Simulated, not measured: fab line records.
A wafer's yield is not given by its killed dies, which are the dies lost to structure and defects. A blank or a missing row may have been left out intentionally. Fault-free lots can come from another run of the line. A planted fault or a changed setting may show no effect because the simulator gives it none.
8D (eight disciplines) problem report, filled in by code -- flow sky130 -- the parts of the form that need people (team, actions taken, sign-off) are left out

1. WHAT WENT WRONG
LI_CONTACT_W_RS at SKY_LI_CONTACT_RS_MEAS_22 reads a mean of 0.219 ohm/sq on 2 wafers of 1 lot; wafers without a fault read 0.284 ohm/sq with a standard deviation of 0.0039. Relative to the usual mean, that is a shift of -17 standard deviations.
The step: measures by four-point-probe.
The first sign was on wafer L146.2 at day 31 01:19, on filmMetro-04. At this step, 30 wafers from 10 lots have a number in the record. Rule for "out" (also "out of limits"): further than 4 standard deviations from the usual mean. Any other wafer with a number is counted as sound.

2. WHAT IT IS, WHAT IT ISN'T
question,is,is not
which readings at this step,LI_CONTACT_W_RS,-
which lots,L146,"L143, L144, L155, L156, L158, L160, L163, L164, L165"
which wafers of those lots,"L146.2, L146.3",L146.5
read on which gauges,filmMetro-04,"filmMetro-02, filmMetro-03"
when,from day 31 01:19,"up to then (7 sound wafers); but 21 sound wafers of L155, L156, L158, L160, L163, L164, L165 came after"

3. THE SUSPECTS, EACH WITH WHAT RULES IT OUT
Counting: a tool at a process step up to the reading stays a suspect if it ran every lot that is out. Sound lots after the first of them don't rule it out here, since some wafers of a struck lot are sound.
- the gauge at SKY_LI_CONTACT_RS_MEAS_22: ruled out. All the wafers that are out were read on filmMetro-04, but those of them that SKY_LI_CONTACT_CMP_24 has rows for are out there too, on other tools.
- cmp-01 at SKY_LI_CONTACT_CMP_02 (polishes PSG): kept. It ran the lot that is out, L146 (day 29 20:29).
- rieDiel-01 at SKY_LI_CONTACT_ETCH_14 (etches BARC in N2/H2, stops on SiO2, time 45.9 s, target depth 60 nm): kept. It ran the lot that is out, L146 (day 31 00:35).
- rieDiel-01 at SKY_LI_CONTACT_ETCH_15 (etches PSG in C4F8/O2/Ar, stops on Si, target depth 600 nm): kept. It ran the lot that is out, L146 (day 31 00:38).
- cvdW-01 at SKY_LI_CONTACT_CVD_21 (deposits W, target thk 400 nm, time 120.56 s): kept. It ran the lot that is out, L146 (day 31 01:10); its last sound lot up to then is L144 (day 29 23:13).
- Within rieDiel-01 at SKY_LI_CONTACT_ETCH_14: the wafers that are out ran in chambers 0, 2; their sound lot-mates ran in chamber 1.
- Within rieDiel-01 at SKY_LI_CONTACT_ETCH_15: the wafers that are out ran in chambers 0, 2; their sound lot-mates ran in chamber 1.
- The sound lot-mates ran in chamber 1 of cvdW-01 at SKY_LI_CONTACT_CVD_21, but the wafers that are out ran in chamber 0.
Left after counting: cmp-01 at SKY_LI_CONTACT_CMP_02, rieDiel-01 at SKY_LI_CONTACT_ETCH_14, rieDiel-01 at SKY_LI_CONTACT_ETCH_15, cvdW-01 at SKY_LI_CONTACT_CVD_21.

4. THE CAUSE (what the simulator had put in)
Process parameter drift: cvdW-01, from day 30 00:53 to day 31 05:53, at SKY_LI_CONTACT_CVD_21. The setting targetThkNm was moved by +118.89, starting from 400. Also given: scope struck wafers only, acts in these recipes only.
4 suspects survive the count, and this tool is in that group.

5. SEQUENCE OF EFFECTS, ordered by route
Each row: a reading where the mean over the struck wafers with a number is more than 3 standard deviations away from the usual. Scope: only readings with a usual standard deviation given in the record; hours: median across lots of the time from each lot's start at the first step in this table that gives one to its start at this step; sigmas: change in usual standard deviations.
hours,step,reading,usual,on struck wafers,change,sigmas
0,SKY_LI_CONTACT_RS_MEAS_22,LI_CONTACT_W_RS,0.284 ohm/sq,0.219,-0.065,-17
0,SKY_LI_CONTACT_THK_MEAS_23,LI_CONTACT_W_THK,387 nm,494,+108,+18
0,SKY_LI_CONTACT_CMP_24,timeToEndpointS,96 s,128,+32,+8.1
Process steps it contains:
- SKY_LI_CONTACT_CMP_24: polishes, stops on PSG, t overpolish 20 s, target thk 0 nm.

6. HOW IT WOULD HAVE BEEN CAUGHT EARLIER
In this record the first reading out of limits at a measuring or inspecting step was taken at day 31 01:19, 24 hours after the fault began at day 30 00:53.
Tool readings at SKY_LI_CONTACT_CVD_21 with a usual standard deviation given in the record: none out on any struck wafer, hence no alarm at a limit of 4 standard deviations on them.
All the lots that are out (1) had begun SKY_LI_CONTACT_CVD_21 on cvdW-01 by day 31 01:19. A hold on the tool at that time would have spared none of them.
